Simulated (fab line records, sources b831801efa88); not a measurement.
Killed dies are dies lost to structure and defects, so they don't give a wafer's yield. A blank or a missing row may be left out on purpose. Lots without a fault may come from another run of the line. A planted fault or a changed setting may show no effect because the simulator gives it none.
fab line records | flow sky130
record lots=24 wafers=72 last_day=50
route steps=708 shown POLY_CUT@315 SD_P@328 LI_CONTACT@375 LOCAL_INTERCONNECT@399 CONTACT@407 METAL1@449
lots that met no fault: from a run of the same line without faults
start_h: hours from the record's first day to the start of the lot's first wafer shown | wait_h: hours since the lot's step before | " the same as in the row above | L1.1+2: a row that stands for several wafers | - no value, or no start given | * or withheld: withheld | < > ~ a bound
route shown NAME@n: a module of which the file shows steps, and the number in the route of the first | usual: mean/standard deviation of fault-free wafers | same: alike in all rows | chamber/n: place in a boat | sites: the reading at each site | _std_site: their standard deviation | _edge_site: outer sites' mean less inner sites' | radius_mm: how far each site lies from the wafer's centre | mask NAME#n: copy n | behind: the tool/chamber that last shaped the wafer | hold: why the lot was held/for how many hours/how that ended | device: the transistor (n, p or np) that didn't switch | end of line: the same wafers' tests at the end of the route | a step without rows: its recipe alone | killed: dies lost to structure and defects at the first sort, not the wafer's yield | map: a wafer's dies, x killed, . not, _ none there
set.NAME: the setting as run; set.NAME@STEP: as run at that earlier step | model.NAME: the simulator's own value behind a step, which no gauge read
steps of the route over a sample of lots; a table a step, a row a wafer
## steps
# step SKY_POLY_CUT_CD_MEAS_08
# recipe target_cd_nm=270
# usual cd_nm=269.9/1.5
# columns lot.wafer tool chamber start_h wait_h cd_nm
L074.1 cd_sem-01 - 554.73 - 272.8
L074.3 " - " " 270.5
L074.4 " - " " 273.3
L075.4 cd_sem-01 - 561.02 - 271.1
L075.5 " - " " 270.2
L075.6 " - " " 271.3
L076.3 cd_sem-01 - 576.74 - 270.9
L076.5 " - " " 268.9
L076.6 " - " " 271.5
L077.1 cd_sem-01 - 581.46 - 270.7
L077.5 " - " " 271.1
L077.6 " - " " 269.9
L078.2 cd_sem-01 - 605.43 - 268.2
L078.3 " - " " 268.0
L078.5 " - " " 268.3
L079.1 cd_sem-02 - 607.26 - 269.9
L079.2 " - " " 269.9
L079.6 " - " " 270.4
L080.1 cd_sem-01 - 611.96 - 271.1
L080.3 " - " " 269.7
L080.4 " - " " 270.1
L081.1 cd_sem-01 - 618.65 - 268.6
L081.3 " - " " 267.3
L081.4 " - " " 266.6
L082.3 cd_sem-02 - 633.25 - 269.8
L082.5 " - " " 269.2
L082.6 " - " " 269.9
L083.2 cd_sem-02 - 646.08 - 268.3
L083.3 " - " " 267.2
L083.4 " - " " 267.8
L085.2 cd_sem-02 - 654.07 - 268.9
L085.3 " - " " 269.1
L085.4 " - " " 269.3
L084.2 cd_sem-02 - 654.19 - 271.3
L084.4 " - " " 270.2
L084.5 " - " " 269.4
L086.2 cd_sem-02 - 657.79 - 271.5
L086.4 " - " " 270.8
L086.5 " - " " 269.4
L087.1 cd_sem-01 - 672.71 - 268.4
L087.3 " - " " 269.3
L087.5 " - " " 269.0
L088.3 cd_sem-01 - 680.70 - 271.7
L088.4 " - " " 273.1
L088.5 " - " " 272.1
L089.1 cd_sem-02 - 690.93 - 268.5
L089.2 " - " " 269.9
L089.4 " - " " 269.8
L090.2 cd_sem-02 - 696.18 - 268.8
L090.3 " - " " 269.9
L090.6 " - " " 266.8
L091.1 cd_sem-02 - 703.68 - 269.3
L091.4 " - " " 269.5
L091.5 " - " " 269.0
L092.3 cd_sem-02 - 711.15 - 273.9
L092.4 " - " " 273.1
L092.5 " - " " 271.5
L093.1 cd_sem-01 - 712.45 - 270.3
L093.2 " - " " 270.4
L093.5 " - " " 270.1
L094.1 cd_sem-02 - 716.40 - 271.7
L094.5 " - " " 272.1
L094.6 " - " " 270.2
L095.1 cd_sem-02 - 723.01 - 268.3
L095.3 " - " " 269.5
L095.4 " - " " 269.1
L096.1 cd_sem-02 - 736.80 - 268.5
L096.2 " - " " 269.9
L096.5 " - " " 270.1
L097.2 cd_sem-02 - 752.67 - 267.6
L097.4 " - " " 268.9
L097.6 " - " " 267.8
# step SKY_SD_P_OVL_MEAS_08
# usual SD_P_OVL=-0.1/1.4
# columns lot.wafer tool chamber start_h wait_h SD_P_OVL[nm]
L074.1 overlay-01 - 584.17 0.1 1.7
L074.3 " - " " 1.3
L074.4 " - " " 0.4
L075.4 overlay-02 - 589.29 0.1 -0.9
L075.5 " - " " 0.3
L075.6 " - " " -0.2
L076.3 overlay-02 - 606.44 0.1 0.7
L076.5 " - " " -0.5
L076.6 " - " " -0.9
L077.1 overlay-02 - 610.95 0.1 -1.2
L077.5 " - " " -1.5
L077.6 " - " " -2.2
L078.2 overlay-02 - 634.74 0.1 0.8
L078.3 " - " " 1.1
L078.5 " - " " 2.0
L079.1 overlay-01 - 636.33 0.1 -0.8
L079.2 " - " " 0.2
L079.6 " - " " -0.3
L080.1 overlay-02 - 640.27 0.1 -1.3
L080.3 " - " " -1.1
L080.4 " - " " 1.9
L081.1 overlay-02 - 647.48 0.1 2.1
L081.3 " - " " 2.3
L081.4 " - " " 2.2
L082.3 overlay-02 - 662.09 0.1 -0.5
L082.5 " - " " -1.3
L082.6 " - " " -2.0
L083.2 overlay-01 - 674.84 0.1 -0.4
L083.3 " - " " 2.0
L083.4 " - " " -0.6
L085.2 overlay-01 - 682.81 0.1 -0.5
L085.3 " - " " -1.4
L085.4 " - " " 0.7
L084.2 overlay-02 - 682.82 0.1 0.3
L084.4 " - " " 0.8
L084.5 " - " " 0.0
L086.2 overlay-01 - 686.71 0.1 -1.7
L086.4 " - " " -0.6
L086.5 " - " " -0.5
L087.1 overlay-02 - 700.77 0.1 -1.7
L087.3 " - " " -0.4
L087.5 " - " " -1.8
L088.3 overlay-01 - 709.16 0.1 -1.1
L088.4 " - " " -2.7
L088.5 " - " " -3.3
L089.1 overlay-01 - 719.23 0.1 2.6
L089.2 " - " " 2.2
L089.4 " - " " 1.8
L090.2 overlay-02 - 724.81 0.1 1.3
L090.3 " - " " 2.5
L090.6 " - " " 1.3
L091.1 overlay-01 - 731.22 0.1 1.1
L091.4 " - " " -0.4
L091.5 " - " " -0.9
L092.3 overlay-02 - 738.44 0.1 0.5
L092.4 " - " " 1.5
L092.5 " - " " -1.0
L093.1 overlay-02 - 740.63 0.1 -0.8
L093.2 " - " " 0.9
L093.5 " - " " -1.2
L094.1 overlay-02 - 744.07 0.1 0.6
L094.5 " - " " -1.1
L094.6 " - " " 0.6
L095.1 overlay-01 - 750.97 0.1 -1.8
L095.3 " - " " -2.4
L095.4 " - " " -0.5
L096.1 overlay-02 - 764.38 0.1 -1.0
L096.2 " - " " 0.3
L096.5 " - " " -0.3
L097.2 overlay-02 - 780.12 0.1 -0.1
L097.4 " - " " 0.5
L097.6 " - " " 1.6
# step SKY_LI_CONTACT_OVL_MEAS_13
# usual LI_CONTACT_OVL=-1/4.8
# columns lot.wafer tool chamber start_h wait_h LI_CONTACT_OVL[nm]
L074.1 overlay-01 - 672.52 0.1 5
L074.3 " - " " 3
L074.4 " - " " -4
L075.4 overlay-01 - 677.19 0.1 -2
L075.5 " - " " -4
L075.6 " - " " -6
L076.3 overlay-02 - 694.58 0.1 5
L076.5 " - " " 4
L076.6 " - " " -3
L077.1 overlay-02 - 697.92 0.1 -6
L077.5 " - " " -9
L077.6 " - " " -6
L078.2 overlay-01 - 720.56 0.1 -4
L078.3 " - " " -5
L078.5 " - " " -3
L079.1 overlay-02 - 723.47 0.1 -8
L079.2 " - " " -2
L079.6 " - " " 1
L080.1 overlay-02 - 726.95 0.1 -2
L080.3 " - " " -3
L080.4 " - " " -7
L081.1 overlay-01 - 733.15 0.1 2
L081.3 " - " " 6
L081.4 " - " " 3
L082.3 overlay-02 - 748.27 0.1 6
L082.5 " - " " 5
L082.6 " - " " 4
L083.2 overlay-02 - 759.01 0.1 3
L083.3 " - " " -4
L083.4 " - " " -2
L085.2 overlay-01 - 767.19 0.1 0
L085.3 " - " " 5
L085.4 " - " " 3
L084.2 overlay-02 - 768.96 0.1 1
L084.4 " - " " 2
L084.5 " - " " 10
L086.2 overlay-01 - 769.87 0.1 1
L086.4 " - " " -3
L086.5 " - " " -9
L087.1 overlay-01 - 784.98 0.1 -1
L087.3 " - " " 1
L087.5 " - " " 2
L088.3 overlay-02 - 792.67 0.1 1
L088.4 " - " " -4
L088.5 " - " " 1
L089.1 overlay-02 - 802.52 0.1 -3
L089.2 " - " " -1
L089.4 " - " " 7
L090.2 overlay-02 - 808.09 0.1 4
L090.3 " - " " -1
L090.6 " - " " -1
L091.1 overlay-02 - 813.82 0.1 -5
L091.4 " - " " 0
L091.5 " - " " -9
L092.3 overlay-01 - 820.67 0.1 -3
L092.4 " - " " -10
L092.5 " - " " -18
L093.1 overlay-01 - 823.33 0.1 -2
L093.2 " - " " -3
L093.5 " - " " -4
L094.1 overlay-02 - 825.73 0.1 -6
L094.5 " - " " -6
L094.6 " - " " 2
L095.1 overlay-02 - 832.78 0.1 1
L095.3 " - " " 3
L095.4 " - " " 1
L096.1 overlay-01 - 844.52 0.1 -1
L096.2 " - " " 5
L096.5 " - " " -5
L097.2 overlay-02 - 861.44 0.1 -1
L097.4 " - " " 2
L097.6 " - " " -4
# step SKY_LOCAL_INTERCONNECT_OVL_MEAS_12
# usual LOCAL_INTERCONNECT_OVL=0/5.6
# columns lot.wafer tool chamber start_h wait_h LOCAL_INTERCONNECT_OVL[nm]
L074.1 overlay-01 - 702.07 0.1 -7
L074.3 " - " " -1
L074.4 " - " " -2
L075.4 overlay-01 - 706.39 0.1 11
L075.5 " - " " 1
L075.6 " - " " 10
L076.3 overlay-01 - 724.51 0.1 2
L076.5 " - " " 7
L076.6 " - " " 4
L077.1 overlay-01 - 727.08 0.1 3
L077.5 " - " " -3
L077.6 " - " " 5
L078.2 overlay-02 - 749.27 0.1 2
L078.3 " - " " 7
L078.5 " - " " -3
L079.1 overlay-02 - 751.98 0.1 0
L079.2 " - " " 3
L079.6 " - " " -1
L080.1 overlay-01 - 756.12 0.1 -8
L080.3 " - " " -7
L080.4 " - " " -7
L081.1 overlay-02 - 761.60 0.1 0
L081.3 " - " " 6
L081.4 " - " " -1
L082.3 overlay-02 - 776.48 0.1 -3
L082.5 " - " " -1
L082.6 " - " " 1
L083.2 overlay-01 - 786.97 0.1 3
L083.3 " - " " -3
L083.4 " - " " 4
L085.2 overlay-02 - 795.14 0.1 0
L085.3 " - " " -3
L085.4 " - " " -3
L084.2 overlay-02 - 796.99 0.1 2
L084.4 " - " " -1
L084.5 " - " " -6
L086.2 overlay-01 - 797.69 0.1 11
L086.4 " - " " 10
L086.5 " - " " -1
L087.1 overlay-01 - 813.73 0.1 4
L087.3 " - " " 7
L087.5 " - " " 5
L088.3 overlay-01 - 821.41 0.1 -3
L088.4 " - " " 1
L088.5 " - " " 4
L089.1 overlay-01 - 830.00 0.1 5
L089.2 " - " " 3
L089.4 " - " " 6
L090.2 overlay-01 - 835.81 0.1 -7
L090.3 " - " " 0
L090.6 " - " " -7
L091.1 overlay-02 - 842.10 0.1 -5
L091.4 " - " " -6
L091.5 " - " " -14
L092.3 overlay-02 - 848.01 0.1 2
L092.4 " - " " 2
L092.5 " - " " -4
L093.1 overlay-02 - 850.93 0.1 -11
L093.2 " - " " -6
L093.5 " - " " -11
L094.1 overlay-02 - 853.58 0.1 -8
L094.5 " - " " -10
L094.6 " - " " -2
L095.1 overlay-01 - 860.12 0.1 2
L095.3 " - " " 7
L095.4 " - " " 0
L096.1 overlay-01 - 873.07 0.1 5
L096.2 " - " " -3
L096.5 " - " " -2
L097.2 overlay-02 - 889.21 0.1 8
L097.4 " - " " 6
L097.6 " - " " 8
# step SKY_CONTACT_THK_MEAS_01
# recipe reads=Si3N4_of_CONTACT_CVD_00
# usual CONTACT_CVD_00_THK=74.8/1.1
# columns lot.wafer tool chamber start_h wait_h CONTACT_CVD_00_THK[nm]
L074.1 film_metro-01 - 702.84 - 73.5
L074.3 " - " " 73.3
L074.4 " - " " 74.5
L075.4 film_metro-04 - 707.26 - 76.4
L075.5 " - " " 75.7
L075.6 " - " " 76.8
L076.3 film_metro-01 - 725.36 - 74.4
L076.5 " - " " 74.9
L076.6 " - " " 75.2
L077.1 film_metro-04 - 727.88 - 72.8
L077.5 " - " " 75.3
L077.6 " - " " 75.0
L078.2 film_metro-04 - 750.09 - 76.1
L078.3 " - " " 74.3
L078.5 " - " " 76.3
L079.1 film_metro-02 - 752.88 - 75.8
L079.2 " - " " 75.1
L079.6 " - " " 76.5
L080.1 film_metro-01 - 756.90 - 73.2
L080.3 " - " " 73.2
L080.4 " - " " 74.4
L081.1 film_metro-02 - 762.38 - 75.1
L081.3 " - " " 75.2
L081.4 " - " " 77.2
L082.3 film_metro-01 - 777.39 - 74.3
L082.5 " - " " 75.4
L082.6 " - " " 75.5
L083.2 film_metro-01 - 787.84 - 73.2
L083.3 " - " " 73.4
L083.4 " - " " 74.1
L085.2 film_metro-01 - 796.00 - 74.5
L085.3 " - " " 75.0
L085.4 " - " " 75.6
L084.2 film_metro-01 - 797.92 - 73.8
L084.4 " - " " 74.7
L084.5 " - " " 74.8
L086.2 film_metro-02 - 798.51 - 75.7
L086.4 " - " " 75.9
L086.5 " - " " 75.7
L087.1 film_metro-04 - 814.51 - 74.3
L087.3 " - " " 74.0
L087.5 " - " " 75.3
L088.3 film_metro-02 - 822.21 - 74.7
L088.4 " - " " 74.7
L088.5 " - " " 74.5
L089.1 film_metro-04 - 830.78 - 74.8
L089.2 " - " " 74.6
L089.4 " - " " 76.0
L090.2 film_metro-04 - 836.62 - 73.2
L090.3 " - " " 73.5
L090.6 " - " " 74.1
L091.1 film_metro-04 - 842.92 - 73.7
L091.4 " - " " 74.6
L091.5 " - " " 75.9
L092.3 film_metro-02 - 848.83 - 72.6
L092.4 " - " " 74.0
L092.5 " - " " 74.0
L093.1 film_metro-02 - 851.74 - 73.9
L093.2 " - " " 75.7
L093.5 " - " " 75.6
L094.1 film_metro-01 - 854.39 - 73.9
L094.5 " - " " 74.1
L094.6 " - " " 74.3
L095.1 film_metro-02 - 860.91 - 74.6
L095.3 " - " " 76.4
L095.4 " - " " 75.6
L096.1 film_metro-04 - 873.85 - 74.4
L096.2 " - " " 74.9
L096.5 " - " " 75.7
L097.2 film_metro-01 - 889.99 - 74.4
L097.4 " - " " 74.8
L097.6 " - " " 74.4
# step SKY_METAL1_CD_MEAS_15
# recipe target_cd_nm=140
# usual cd_nm=140.1/1.4
# columns lot.wafer tool chamber start_h wait_h cd_nm
L074.1 cd_sem-01 - 759.98 - 139.6
L074.3 " - " " 139.3
L074.4 " - " " 141.0
L075.4 cd_sem-01 - 763.42 - 142.6
L075.5 " - " " 142.5
L075.6 " - " " 142.8
L076.3 cd_sem-02 - 782.33 - 142.2
L076.5 " - " " 140.3
L076.6 " - " " 140.2
L077.1 cd_sem-01 - 783.71 - 137.9
L077.5 " - " " 138.6
L077.6 " - " " 137.9
L078.2 cd_sem-01 - 806.05 - 140.3
L078.3 " - " " 139.6
L078.5 " - " " 140.8
L079.1 cd_sem-02 - 808.91 - 138.8
L079.2 " - " " 138.3
L079.6 " - " " 139.4
L080.1 cd_sem-02 - 812.78 - 138.3
L080.3 " - " " 139.4
L080.4 " - " " 139.7
L081.1 cd_sem-01 - 818.49 - 139.4
L081.3 " - " " 140.0
L081.4 " - " " 140.1
L082.3 cd_sem-02 - 831.75 - 141.5
L082.5 " - " " 140.6
L082.6 " - " " 142.2
L083.2 cd_sem-01 - 843.81 - 138.9
L083.3 " - " " 139.3
L083.4 " - " " 137.3
L085.2 cd_sem-01 - 851.11 - 139.8
L085.3 " - " " 139.4
L085.4 " - " " 138.8
L084.2 cd_sem-02 - 852.18 - 139.9
L084.4 " - " " 140.9
L084.5 " - " " 140.6
L086.2 cd_sem-01 - 853.13 - 139.6
L086.4 " - " " 139.1
L086.5 " - " " 139.4
L087.1 cd_sem-02 - 869.76 - 140.5
L087.3 " - " " 139.9
L087.5 " - " " 139.4
L088.3 cd_sem-01 - 877.43 - 138.1
L088.4 " - " " 138.8
L088.5 " - " " 138.2
L089.1 cd_sem-02 - 884.48 - 141.7
L089.2 " - " " 140.7
L089.4 " - " " 142.1
L090.2 cd_sem-02 - 890.93 - 140.4
L090.3 " - " " 141.1
L090.6 " - " " 141.9
L091.1 cd_sem-01 - 897.68 - 141.0
L091.4 " - " " 139.8
L091.5 " - " " 140.1
L092.3 cd_sem-01 - 903.02 - 142.4
L092.4 " - " " 140.7
L092.5 " - " " 142.0
L093.1 cd_sem-02 - 905.98 - 143.1
L093.2 " - " " 142.0
L093.5 " - " " 142.6
L094.1 cd_sem-01 - 908.71 - 139.0
L094.5 " - " " 139.6
L094.6 " - " " 137.8
L095.1 cd_sem-02 - 914.61 - 139.2
L095.3 " - " " 137.9
L095.4 " - " " 138.1
L096.1 cd_sem-01 - 926.68 - 138.3
L096.2 " - " " 139.2
L096.5 " - " " 138.9
L097.2 cd_sem-02 - 941.18 - 141.5
L097.4 " - " " 139.8
L097.6 " - " " 140.1
## key
fault none
